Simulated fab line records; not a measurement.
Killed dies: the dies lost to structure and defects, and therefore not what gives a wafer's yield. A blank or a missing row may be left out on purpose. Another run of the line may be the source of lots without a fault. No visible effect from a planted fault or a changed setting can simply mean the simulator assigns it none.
Which of the tools did it? | flow sky130 | Sampling: 6 lots, 18 wafers, 3 of 708 route steps

## WHAT EACH GAUGE READ, for each wafer
SKY_NWELL_TW_MEAS_26.
lot  | measured     | on            | NWELL_2_TW
L208 | day 5 09:04  | film-metro-04 | 509 510 514
L212 | day 6 11:27  | film-metro-04 | 508 507 506
L214 | day 6 17:56  | film-metro-04 | 505 509 505
L219 | day 9 18:44  | film-metro-04 | 795 800 798
L225 | day 10 02:53 | film-metro-02 | 499 498 501
L229 | day 10 23:52 | film-metro-01 | 500 502 499

## WHAT TOOL EACH LOT RAN ON (gives the tool, then ch and the chambers of the sampled wafers, and finally the start)
lot  | SKY_DNWELL_STRIP_08                 | SKY_NWELL_IMPLANT_24
L208 | plasma-asher-03 ch 0,1, day 3 10:22 | implanter-03 ch 0, day 5 08:50
L212 | plasma-asher-01 ch 0,1, day 4 08:56 | implanter-03 ch 0, day 6 11:13
L214 | plasma-asher-03 ch 0,1, day 4 15:03 | implanter-02 ch 0, day 6 17:41
L219 | plasma-asher-03 ch 0,1, day 7 04:50 | implanter-03 ch 0, day 9 18:29
L225 | plasma-asher-03 ch 0,1, day 7 12:36 | implanter-02 ch 0, day 10 02:38
L229 | plasma-asher-04 ch 0,1, day 8 05:20 | implanter-02 ch 0, day 10 23:37
- SKY_DNWELL_STRIP_08: strips in O2/N2.
- SKY_NWELL_IMPLANT_24

## THE ANSWER, worked out from the rows above alone
Rule: the usual values come from the lots themselves. Put in order of their means at a reading, lots are off if they are a third of the lots or fewer, leave a main group of 4 or more, and stand apart from it by a gap of 3 or more times the standard deviation of the main group's means; of several such gaps the widest counts. If all means in a main group match to the digits the tables above print for the reading, that group is not used. Also off: a lot with no number at a reading for which 4 or more lots have one. Any other lot the step has rows for is counted as sound.
Off: L219, seen at SKY_NWELL_TW_MEAS_26 (NWELL_2_TW). The main group: mean 505, standard deviation 4.4.
A tool fits if, at a process step before that reading, it ran every lot that is off, and no sound lot after the first of them. Those tools and the gauges at SKY_NWELL_TW_MEAS_26 are tried in the same way. 2 tools fit, implanter-03 at SKY_NWELL_IMPLANT_24 and film-metro-04 at SKY_NWELL_TW_MEAS_26, so this cannot tell which one it is.

## WHAT HAD BEEN PUT IN BY THE SIMULATOR
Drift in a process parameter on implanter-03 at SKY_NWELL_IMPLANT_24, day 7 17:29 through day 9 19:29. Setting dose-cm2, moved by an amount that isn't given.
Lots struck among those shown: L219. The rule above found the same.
